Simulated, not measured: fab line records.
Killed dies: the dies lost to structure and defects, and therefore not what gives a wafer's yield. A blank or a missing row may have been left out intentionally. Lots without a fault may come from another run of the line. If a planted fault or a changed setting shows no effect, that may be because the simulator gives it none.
A sampling plan put to the test ; flow gf180mcu ; each of the 14 faults these records tell of, on one fab line, judged from the records of the lots it struck
Plan = the line's own looks (route steps where a gauge or an inspection reads the wafer without altering it). A look is open to judgement when struck wafers have a number at it and the file gives its usual mean and standard deviation on fault-free wafers. Caught: the struck wafers' mean, at a look after the fault's first step, is 4 or more of those standard deviations (sigma) away from the usual mean. On the tool: the same test on the tool's own readings at the fault's steps. It also counts as caught if the struck wafers ran another recipe or if their record alone is blank.

THE FAULTS, as the simulator had put them in
1. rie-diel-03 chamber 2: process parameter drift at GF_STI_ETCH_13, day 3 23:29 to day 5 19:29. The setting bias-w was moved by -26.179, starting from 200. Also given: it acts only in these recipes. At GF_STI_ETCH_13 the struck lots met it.
2. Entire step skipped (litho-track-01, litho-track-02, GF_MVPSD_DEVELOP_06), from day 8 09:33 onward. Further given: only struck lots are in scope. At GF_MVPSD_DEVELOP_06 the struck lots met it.
3. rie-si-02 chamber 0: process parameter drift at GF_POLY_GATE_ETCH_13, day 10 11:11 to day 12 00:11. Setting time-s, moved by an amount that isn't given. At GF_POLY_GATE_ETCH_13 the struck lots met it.
4. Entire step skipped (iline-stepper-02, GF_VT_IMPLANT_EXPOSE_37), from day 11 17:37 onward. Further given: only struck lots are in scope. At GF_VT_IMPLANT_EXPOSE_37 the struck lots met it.
5. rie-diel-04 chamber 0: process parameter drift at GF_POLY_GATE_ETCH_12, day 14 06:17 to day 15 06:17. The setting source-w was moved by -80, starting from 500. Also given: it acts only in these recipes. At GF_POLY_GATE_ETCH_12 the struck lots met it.
6. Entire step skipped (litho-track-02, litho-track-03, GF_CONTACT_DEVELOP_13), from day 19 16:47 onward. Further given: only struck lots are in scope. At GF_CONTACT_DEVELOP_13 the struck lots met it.
7. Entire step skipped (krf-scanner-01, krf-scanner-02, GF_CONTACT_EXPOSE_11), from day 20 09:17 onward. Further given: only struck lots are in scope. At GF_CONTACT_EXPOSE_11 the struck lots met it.
8. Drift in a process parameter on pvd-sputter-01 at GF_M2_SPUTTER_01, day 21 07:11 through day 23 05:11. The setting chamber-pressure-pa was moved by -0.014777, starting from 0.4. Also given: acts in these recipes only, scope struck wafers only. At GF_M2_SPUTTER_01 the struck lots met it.
9. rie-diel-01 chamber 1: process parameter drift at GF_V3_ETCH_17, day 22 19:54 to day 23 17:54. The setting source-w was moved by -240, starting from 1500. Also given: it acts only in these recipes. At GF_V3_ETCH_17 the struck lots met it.
10. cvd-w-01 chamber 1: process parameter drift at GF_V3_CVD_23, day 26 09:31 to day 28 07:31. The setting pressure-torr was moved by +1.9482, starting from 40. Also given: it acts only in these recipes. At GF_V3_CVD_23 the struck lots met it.
11. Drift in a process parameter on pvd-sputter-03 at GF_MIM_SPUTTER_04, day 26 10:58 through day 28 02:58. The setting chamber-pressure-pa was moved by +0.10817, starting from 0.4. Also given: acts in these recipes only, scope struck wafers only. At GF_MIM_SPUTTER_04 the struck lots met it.
12. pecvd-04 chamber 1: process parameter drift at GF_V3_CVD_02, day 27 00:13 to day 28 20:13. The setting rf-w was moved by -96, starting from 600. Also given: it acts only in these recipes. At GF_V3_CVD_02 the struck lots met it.
13. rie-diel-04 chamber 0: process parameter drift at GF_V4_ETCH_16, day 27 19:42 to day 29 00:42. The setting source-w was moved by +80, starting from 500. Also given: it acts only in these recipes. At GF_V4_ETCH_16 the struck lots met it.
14. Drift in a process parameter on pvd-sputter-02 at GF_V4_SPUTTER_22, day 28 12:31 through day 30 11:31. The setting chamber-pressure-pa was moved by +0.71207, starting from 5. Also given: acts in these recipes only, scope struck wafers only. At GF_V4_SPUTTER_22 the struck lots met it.

WHAT THE PLAN SAW
fault;on the tool itself;first look that catches it;reading, sigma;median hours from its first step to that look;hours from the fault's start to the first struck lot there;judged looks passed uncaught
1;bias-w -42 sigma;not the one look that can be judged after it;-;-;-;1
2;the tool's record is blank for the struck wafers;no look after it can be judged;-;-;-;0
3;run-length-s +5.5 sigma;none of the 2 looks that can be judged after it;strongest: V1_OVL at GF_V1_OVL_MEAS_15, -2.6;-;-;2
4;no reading that can be judged;no look after it can be judged;-;-;-;0
5;rf-fwd-power-W -45 sigma;none of the 2 looks that can be judged after it;-;-;-;2
6;the tool's record is blank for the struck wafers;no look after it can be judged;-;-;-;0
7;no reading that can be judged;no look after it can be judged;-;-;-;0
8;chamber-pressure-pa -17 sigma;no look after it can be judged;-;-;-;0
9;rf-fwd-power-W -47 sigma;no look after it can be judged;-;-;-;0
10;chamber-pressure-Torr +21 sigma;not the one look that can be judged after it;-;-;-;1
11;chamber-pressure-pa +99 or beyond sigma;not the one look that can be judged after it;-;-;-;1
12;rf-fwd-power-W -50 sigma;no look after it can be judged;-;-;-;0
13;rf-fwd-power-W +44 sigma;no look after it can be judged;-;-;-;0
14;chamber-pressure-pa +70 sigma;no look after it can be judged;-;-;-;0
A dash: this means the fault isn't caught or the number doesn't appear in these records.

Caught at a look: 0 of 14. Caught on the tool: 12 of 14. By one or the other: 12 of 14.
On the tool alone, faults 1, 2, 3, 5, 6, 8, 9, 10, 11, 12, 13, 14 were caught.
Caught by neither: faults 4, 7.
